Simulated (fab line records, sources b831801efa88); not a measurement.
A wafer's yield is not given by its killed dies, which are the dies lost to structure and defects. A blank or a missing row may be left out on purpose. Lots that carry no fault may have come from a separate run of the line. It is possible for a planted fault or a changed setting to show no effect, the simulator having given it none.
Shared-tool check | flow gf180mcu | Sampled: 13 lots, 39 wafers

== WHY THIS WAS OPENED ==
At GF_LVPWELL_TW_MEAS_11 the reading LVPWELL_TW is flagged on 2 of 13 lots. Wafers without a fault read 565.5, standard deviation 2.4.
Rule: a lot gets a flag if all its wafers with a number sit over 4 standard deviations from that mean, or if no wafer of it has a number. The rest of the lots are taken to be sound.

lot  | measured    | on            | LVPWELL_TW, wafer by wafer | flag
L644 | day 3 21:13 | film metro-03 | 563.1 567.0 565.3          |
L645 | day 4 02:49 | film metro-04 | 565.4 565.5 565.8          |
L646 | day 4 08:25 | film metro-01 | 565.0 568.1 565.4          |
L654 | day 6 06:33 | film metro-04 | 542.3 542.6 542.5          | FLAGGED
L655 | day 6 09:29 | film metro-01 | 542.4 540.7 542.5          | FLAGGED
L656 | day 6 14:15 | film metro-01 | 563.6 563.9 566.7          |
L659 | day 7 07:40 | film metro-04 | 563.1 562.1 565.3          |
L660 | day 7 13:55 | film metro-01 | 568.6 565.2 569.8          |
L662 | day 8 10:36 | film metro-01 | 566.3 564.4 567.4          |
L664 | day 8 15:43 | film metro-03 | 564.2 563.1 563.6          |
L665 | day 8 21:43 | film metro-04 | 568.3 567.0 565.5          |
L666 | day 9 05:55 | film metro-01 | 563.7 566.1 567.8          |
L667 | day 9 11:25 | film metro-04 | 565.1 564.0 566.4          |
The numbers of the flagged lots are 542.2 on average: -23.3 against the usual, or -10 standard deviations.

== TOOL THAT RAN EACH LOT ==
The record holds 1 process step before the reading, out of a route of 602 steps. Cell contents, in order: the tool; ch with the chambers the sampled wafers went through; the start.
lot  | flag    | GF_LVPWELL_IMPLANT_09
L644 |         | implanter-03 ch 0, day 3 20:58
L645 |         | implanter-03 ch 0, day 4 02:35
L646 |         | implanter-03 ch 0, day 4 08:10
L654 | FLAGGED | implanter-03 ch 0, day 6 06:18
L655 | FLAGGED | implanter-03 ch 0, day 6 09:17
L656 |         | implanter-02 ch 0, day 6 14:00
L659 |         | implanter-02 ch 0, day 7 07:26
L660 |         | implanter-01 ch 0, day 7 13:40
L662 |         | implanter-01 ch 0, day 8 10:21
L664 |         | implanter-01 ch 0, day 8 15:28
L665 |         | implanter-02 ch 0, day 8 21:28
L666 |         | implanter-02 ch 0, day 9 05:40
L667 |         | implanter-01 ch 0, day 9 11:11
What is done by these steps:
- GF_LVPWELL_IMPLANT_09
- GF_LVPWELL_TW_MEAS_11

== FLAGGED AGAINST TOTAL, ONE TOOL AT A TIME (gauges that did the reading follow at the end) ==
step                  | tool          | lots run | flagged | share of the flagged lots | sound lots run after its first flagged lot
GF_LVPWELL_IMPLANT_09 | implanter-01  | 4        | 0       | none                      | -
GF_LVPWELL_IMPLANT_09 | implanter-02  | 4        | 0       | none                      | -
GF_LVPWELL_IMPLANT_09 | implanter-03  | 5        | 2       | all                       | 0
GF_LVPWELL_TW_MEAS_11 | film metro-01 | 6        | 1       | some                      | 4 (L656,L660,L662,L666)
GF_LVPWELL_TW_MEAS_11 | film metro-03 | 2        | 0       | none                      | -
GF_LVPWELL_TW_MEAS_11 | film metro-04 | 5        | 1       | some                      | 3 (L659,L665,L667)

== WHAT THE TABLE PERMITS ==
All flagged lots share 1 row of the table, namely implanter-03 at GF_LVPWELL_IMPLANT_09.
- implanter-03 at GF_LVPWELL_IMPLANT_09: 2 of its 5 lots flagged. It ran its last sound lot, L646, at day 4 08:10 and its first flagged lot, L654, at day 6 06:18: a fault with its onset between the two fits. Its own readings (dose ions cm2, faraday current uA) fall more than 4 standard deviations out on all wafers of the flagged lots.
Just one tool remains: implanter-03 at GF_LVPWELL_IMPLANT_09.

== WHAT THE SIMULATOR HAD PUT IN ==
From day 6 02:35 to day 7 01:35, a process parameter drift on implanter-03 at GF_LVPWELL_IMPLANT_09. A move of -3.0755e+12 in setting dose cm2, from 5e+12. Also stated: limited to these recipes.
Struck lots among those shown: L654, L655. Same finding as the rule above.
